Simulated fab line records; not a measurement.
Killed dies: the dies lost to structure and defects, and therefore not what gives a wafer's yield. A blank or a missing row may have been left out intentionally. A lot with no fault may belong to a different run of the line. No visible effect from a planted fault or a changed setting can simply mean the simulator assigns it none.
Problem report in the 8D (eight disciplines) form, filled by code ; flow sky130 ; the parts of the form that need people (team, actions taken, sign-off) are left out

## 1. PROBLEM STATEMENT
At SKY_LI_CONTACT_SPUTTER_20, cathode dc power W averages 3898.2 W over 6 wafers from 2 lots, while fault-free wafers read 3999.9 W, standard deviation 0.75. So: -99 or more standard deviations from the usual mean.
The step: material TiN, target thk 20 nm, time 80 s.
The first sign was on wafer L367.4 at day 33 04:34, on pvd sputter-01. At this step, 18 wafers from 6 lots have a number in the record. The rule behind "out" and "out of limits": a value lying over 4 standard deviations away from the usual mean. The other wafers with a number count as sound.

## 2. WHAT IT IS, WHAT IT ISN'T
question;is;is not
which readings at this step;cathode dc power W;-
which lots;L366, L367;L354, L370, L374, L375
which wafers of those lots;all that have a number;-
read on which tools;pvd sputter-01;pvd sputter-03
when;from day 33 04:34;"up to then (3 sound wafers); but 9 sound wafers of L370, L374, L375 came after"

## 3. THE SUSPECTS, EACH WITH WHAT RULES IT OUT
Counting: a tool at any process step up to the reading remains a suspect when it ran all the lots that are out and ran no sound lot after the first of those.
- pvd sputter-01 at SKY_LI_CONTACT_SPUTTER_19 (material Ti, target thk 20 nm, time 106.37 s): ruled out as a lasting fault. Sound lots L375 ran on it after its first lot that is out, L367 (day 33 04:30).
- pvd sputter-01 at SKY_LI_CONTACT_SPUTTER_20 (material TiN, target thk 20 nm, time 80 s): ruled out as a lasting fault. Sound lots L375 ran on it after its first lot that is out, L367 (day 33 04:34).
Left after counting: nothing in the record.

## 4. THE CAUSE (what the simulator had put in)
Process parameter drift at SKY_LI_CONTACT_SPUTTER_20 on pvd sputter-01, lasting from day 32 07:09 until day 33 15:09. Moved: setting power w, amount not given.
Counting ruled it out, wrongly.

## 5. SEQUENCE OF EFFECTS, ordered by route
Rows list readings where the struck wafers' mean (over those with a number) sits beyond 3 standard deviations from the usual. Only readings for which the record gives a usual standard deviation are gone through. hours: the time from each lot's start at the first step in this table that gives one to its start at this step, as a median over the lots. sigmas: the change in usual standard deviations.
hours;step;reading;usual;on struck wafers;change;sigmas
0;SKY_LI_CONTACT_SPUTTER_20;cathode dc power W;3999.9 W;3898.2;-101.7;-99 or more
Process steps it contains:
- SKY_LI_CONTACT_SPUTTER_20: material TiN, target thk 20 nm, time 80 s.

## 6. WHAT WOULD HAVE CAUGHT IT SOONER
21 hours passed between the start of the fault at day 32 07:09 and the first reading out of limits in this record, taken at day 33 04:34.
